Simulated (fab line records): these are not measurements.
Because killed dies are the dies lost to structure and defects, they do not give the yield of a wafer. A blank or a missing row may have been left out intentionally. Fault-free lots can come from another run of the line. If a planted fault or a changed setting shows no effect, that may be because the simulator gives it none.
Which tool is to blame?    flow sky130    at 1 step of a route of 708, 7 lots with 21 wafers sampled

WHAT THE GAUGES SHOWED, per wafer
SKY_LDD_P_TW_MEAS_11.
lot   measured      on             LDD_P_TW
L107  day 19 08:53  film_metro-04  636 635 638
L109  day 20 03:46  film_metro-04  639 637 636
L112  day 21 16:29  film_metro-03  635 635 630
L122  day 24 20:36  film_metro-02  632 633 629
L124  day 25 15:46  film_metro-03  631 634 632
L126  day 26 01:23  film_metro-02  630 636 633
L129  day 27 07:27  film_metro-04  642 645 643

TOOL THAT RAN EACH LOT (tool first, then ch and the chambers of the sampled wafers, then the start)
The record shows no process step preceding these readings.

THE ANSWER, worked out from the rows above alone
Rule: usual is defined by the lots themselves. The widest of any qualifying gaps counts: lots, ordered by their means at a reading, are off when they make up no more than a third of the lots, leave a main group of 4 or more, and stand apart from it by 3 or more times the standard deviation of that group's means. A main group is skipped when, at the precision printed for the reading in the tables above, its means are all equal. Also off: a lot with no number at a reading for which 4 or more lots have one. Any other lot the step has rows for is counted as sound.
None of the lots is off at any reading shown; this tells nothing.

WHAT THE SIMULATOR HAD INSERTED
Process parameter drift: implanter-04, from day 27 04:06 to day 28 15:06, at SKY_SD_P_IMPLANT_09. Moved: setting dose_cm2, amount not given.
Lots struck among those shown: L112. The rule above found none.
